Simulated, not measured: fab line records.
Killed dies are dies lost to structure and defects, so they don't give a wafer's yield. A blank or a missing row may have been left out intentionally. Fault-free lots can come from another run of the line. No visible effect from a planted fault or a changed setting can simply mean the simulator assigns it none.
A lot that was struck, set against a sound lot | flow gf180mcu | 15 out of 602 route steps
Sound: wafers L607.1, L607.3, L607.4. Wafers L624.2, L624.3, L624.6 were the ones struck. At the end, the cause is stated.
At each step with rows: each side's tool, then ch and its chambers, then its first start. Under that, the readings that differ: sound wafers | struck wafers | difference of the means | sigmas: that difference in standard deviations of wafers without a fault.
alike: a reading whose means differ by less than 2 such deviations, as well as words and numbers matching on both sides. not compared: withheld readings; readings where some wafer has no value; bounds like >300 that might hide an equal value; numbers whose values overlap and for which the record gives no deviation.
The two part at a step that has a row with sigmas, a row that says differs or no value, or rows on one side only. When numbers do not overlap yet have no deviation, they are printed without sigmas and do not part them. Lack of a reading on every wafer of one side parts them only where that side has two or more wafers.

first, 7 steps without rows for these wafers: GF_STI_DEHYDRATE_05 (time 60 s); GF_STI_HMDS_06 (prime time 60 s); GF_STI_COAT_07 (resist thk 700 nm); GF_STI_SOFTBAKE_08 (time 60 s); GF_STI_EXPOSE_09 (exposes mask COMP, target cd 220 nm); GF_STI_PEB_10 (peb time 90 s); GF_STI_DEVELOP_11 (develop time 60 s).
GF_STI_CD_MEAS_12 targets a cd of 220 nm.
  struck on cd_sem-01, day 5 16:40; sound on cd_sem-01, day 2 01:54
  alike: cd_nm
GF_STI_ETCH_13: etches the open film in CHF3/O2, stops on Si, target depth 282.31 nm, time 112.9 s.
  sound on rie_diel-01 ch 0,2,3, day 2 02:01; struck on rie_diel-04 ch 2,3, day 5 16:46
  alike: drypump_motor_current_A, oes_product_au, run_length_s, throttle_valve_pct
  not compared: rf_hours_counter_h
GF_STI_ETCH_14: etches Si in HBr/Cl2/O2, target depth 360 nm, time 102.9 s.
  sound on rie_si-02 ch 0,2,3, day 2 02:06; struck on rie_si-01 ch 1,2,3, day 5 16:51
  alike: drypump_motor_current_A, he_backside_leak_sccm, oes_product_au, run_length_s, throttle_valve_pct
  not compared: rf_hours_counter_h
GF_STI_STRIP_15: strips in O2/N2.
  sound on plasma_asher-02 ch 0,1, day 2 02:11; struck on plasma_asher-02 ch 0,1, day 5 16:55
  alike: drypump_motor_current_A, heater_power_w, oes_product_au, strip_time_to_endpoint_s
  not compared: rf_hours_counter_h
then, 1 step without rows for these wafers: GF_STI_CLEAN_16 (cleans in dHF, time 25 s).
GF_STI_WET_ETCH_17: etches Si3N4 in H3PO4, target depth 45 nm, time 514 s.
  sound on wet_bench-03 ch 3, day 2 02:17; struck on wet_bench-01 ch 3, day 5 17:02
  reading          | sound       | struck      | difference | sigmas
  run_length_s (s) | 538 538 538 | 563 563 563 | +25        | +7
then, 1 step without rows for these wafers: GF_STI_CLEAN_18 (cleans in SC1/SC2, time 150 s).
GF_PASSIVATION_PROBE_99:
  rows exist in the record for the sound wafers here (prober-02, day 29 05:08), none for the struck ones

== WHERE THEY PART ==
Last at GF_PASSIVATION_PROBE_99 as far as this record goes, first at GF_STI_WET_ETCH_17.

WHY: the cause the simulator had injected
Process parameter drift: wet_bench-01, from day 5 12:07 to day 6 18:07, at GF_STI_WET_ETCH_17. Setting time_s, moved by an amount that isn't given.
